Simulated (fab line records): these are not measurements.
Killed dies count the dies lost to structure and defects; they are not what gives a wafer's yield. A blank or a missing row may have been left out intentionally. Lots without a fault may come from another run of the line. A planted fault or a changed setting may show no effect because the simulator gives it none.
Split-lot experiment + flow sfq-line + 23 wafers read from 5 lots, route of 325 steps

## SPLIT DETAILS
At SFQ_TRILAYER_I1_CMP_CMP_046 (polishes SiO2), the setting leave-above-ref-nm was moved away from the recipe's 200 nm on 7 of the 23 wafers read, by -4.7% to +5.0%. For the rest of the wafers, this setting stayed at what the recipe calls for.

## FROM THE SPLIT TO THE READING: what the file shows between them, 5 steps
- SFQ_TRILAYER_I1_METRO_MEASURE_047
- SFQ_TRILAYER_I1_VIA_LITHO_COAT_054: resist thk 62 nm (also split here: resist-thk-nm)
- SFQ_TRILAYER_I1_VIA_LITHO_COAT_049: resist thk 650 nm
- SFQ_TRILAYER_I1_VIA_LITHO_SOFTBAKE_053
- SFQ_TRILAYER_I1_VIA_BARC_OPEN_VIA_ETCH_071: etches BARC in O2, target depth 125 nm, time 41.7 s

## THE READING
oes-product-au, in a.u., at SFQ_TRILAYER_I1_VIA_ETCH_VIA_ETCH_052 (etches SiO2 in CHF3, stops on Nb, target depth 260 nm). On this fab line, fault-free wafers typically give 0.853 a.u. with a standard deviation of 0.005 a.u.

| wafer  | tool, chamber at the split | leave-above-ref-nm as run, nm | against the recipe | oes-product-au, a.u. | against lot-mates on the recipe |
|--------|----------------------------|-------------------------------|--------------------|----------------------|---------------------------------|
| L074.2 | cmp-02, 3                  | 200                           | recipe             | 0.854                | -                               |
| L074.3 | cmp-02, 0                  | 204.1                         | +2.0%              | 0.861                | +0.007                          |
| L074.4 | cmp-02, 1                  | 200                           | recipe             | 0.853                | -                               |
| L074.5 | cmp-02, 0                  | 204.1                         | +2.0%              | 0.857                | +0.003                          |
| L074.6 | cmp-02, 3                  | 200                           | recipe             | 0.855                | -                               |
| L079.1 | cmp-01, 3                  | 200                           | recipe             | 0.850                | -                               |
| L079.3 | cmp-01, 0                  | 200                           | recipe             | 0.862                | -                               |
| L079.6 | cmp-01, 2                  | 200                           | recipe             | 0.856                | -                               |
| L081.1 | cmp-02, 2                  | 200                           | recipe             | 0.850                | -                               |
| L081.2 | cmp-02, 0                  | 200                           | recipe             | 0.849                | -                               |
| L081.3 | cmp-02, 1                  | 190.7                         | -4.7%              | 0.828                | -0.021                          |
| L081.4 | cmp-02, 3                  | 190.7                         | -4.7%              | 0.833                | -0.016                          |
| L081.6 | cmp-02, 0                  | 200                           | recipe             | 0.849                | -                               |
| L084.1 | cmp-02, 3                  | 210                           | +5.0%              | 0.873                | +0.016                          |
| L084.3 | cmp-02, 2                  | 200                           | recipe             | 0.856                | -                               |
| L084.4 | cmp-02, 0                  | 200                           | recipe             | 0.857                | -                               |
| L084.5 | cmp-02, 2                  | 210                           | +5.0%              | 0.876                | +0.019                          |
| L084.6 | cmp-02, 1                  | 210                           | +5.0%              | 0.869                | +0.012                          |
| L085.2 | cmp-02, 2                  | 200                           | recipe             | 0.848                | -                               |
| L085.3 | cmp-02, 3                  | 200                           | recipe             | 0.845                | -                               |
| L085.4 | cmp-02, 1                  | 200                           | recipe             | 0.856                | -                               |
| L085.5 | cmp-02, 3                  | 200                           | recipe             | 0.852                | -                               |
| L085.6 | cmp-02, 0                  | 200                           | recipe             | 0.854                | -                               |

THE FIT
A straight line over all 23 wafers: oes-product-au changes by +0.00423 a.u. for each +1% of leave-above-ref-nm; r = +0.93; the points scatter about the line by 0.004 a.u.
The same after taking each lot's own level away (the mean of its wafers on the recipe; 23 wafers): +0.00351 a.u. for each +1%; r = +0.93; scatter 0.0032 a.u.
On that fit, the largest move of leave-above-ref-nm shifts the reading by 0.018 a.u.
Across the lots, their own levels run from 0.8493 to 0.8565 a.u., a range of 1.4 times the standard deviation given above.
Hence the slope depends on the lot-to-lot level, as the two fits are not the same.
Check: +0.0171 a.u. against its lot-mates is what the line predicts for one of the wafers moved furthest among these (+5.0%) when that wafer is left out of the fit. It came out at +0.0165 a.u. against them.

## THE OTHER SPLITS THESE WAFERS WENT THROUGH
Note: prior to the reading, these wafers also went through further splits. Each is held against what the fit with the lots' levels taken away leaves over:
| other split on the same wafers                   | wafers away from the commonest value | r with oes-product-au (lot level and that fit taken away) |
|--------------------------------------------------|--------------------------------------|-----------------------------------------------------------|
| SFQ_TRILAYER_M1_LITHO_PEB_042 peb-temp-c         | 10                                   | -0.05                                                     |
| SFQ_TRILAYER_I1_VIA_LITHO_COAT_054 resist-thk-nm | 12                                   | -0.03                                                     |

## THE WHOLE CHAIN: every reading that the file lists as answering this split, in the file's order
| step                                  | what it does                                          | reading                                                                                   | change (the file's fit)                   | r (the file's) |
|---------------------------------------|-------------------------------------------------------|-------------------------------------------------------------------------------------------|-------------------------------------------|----------------|
| SFQ_TRILAYER_I1_CMP_CMP_046           | polishes SiO2                                         | SiO2_of_TRILAYER_I1_DEP_PECVD_045.thk-nm (the simulator's own value, which no gauge read) | +1.92 nm for each +1% of the setting      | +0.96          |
| SFQ_TRILAYER_I1_METRO_MEASURE_047     |                                                       | thk-nm                                                                                    | +1.92 nm for each +1% of the setting      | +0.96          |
| SFQ_TRILAYER_I1_VIA_ETCH_VIA_ETCH_052 | etches SiO2 in CHF3, stops on Nb, target depth 260 nm | oes-product-au                                                                            | +0.00356 a.u. for each +1% of the setting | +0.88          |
| SFQ_TRILAYER_I1_VIA_ETCH_VIA_ETCH_052 | etches SiO2 in CHF3, stops on Nb, target depth 260 nm | I1.feature-depth-nm (the simulator's own value, which no gauge read)                      | +1.92 nm for each +1% of the setting      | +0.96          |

## FILE'S OWN FIT
oes-product-au changes by +0.00356 a.u. for each +1% of leave-above-ref-nm, r = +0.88.
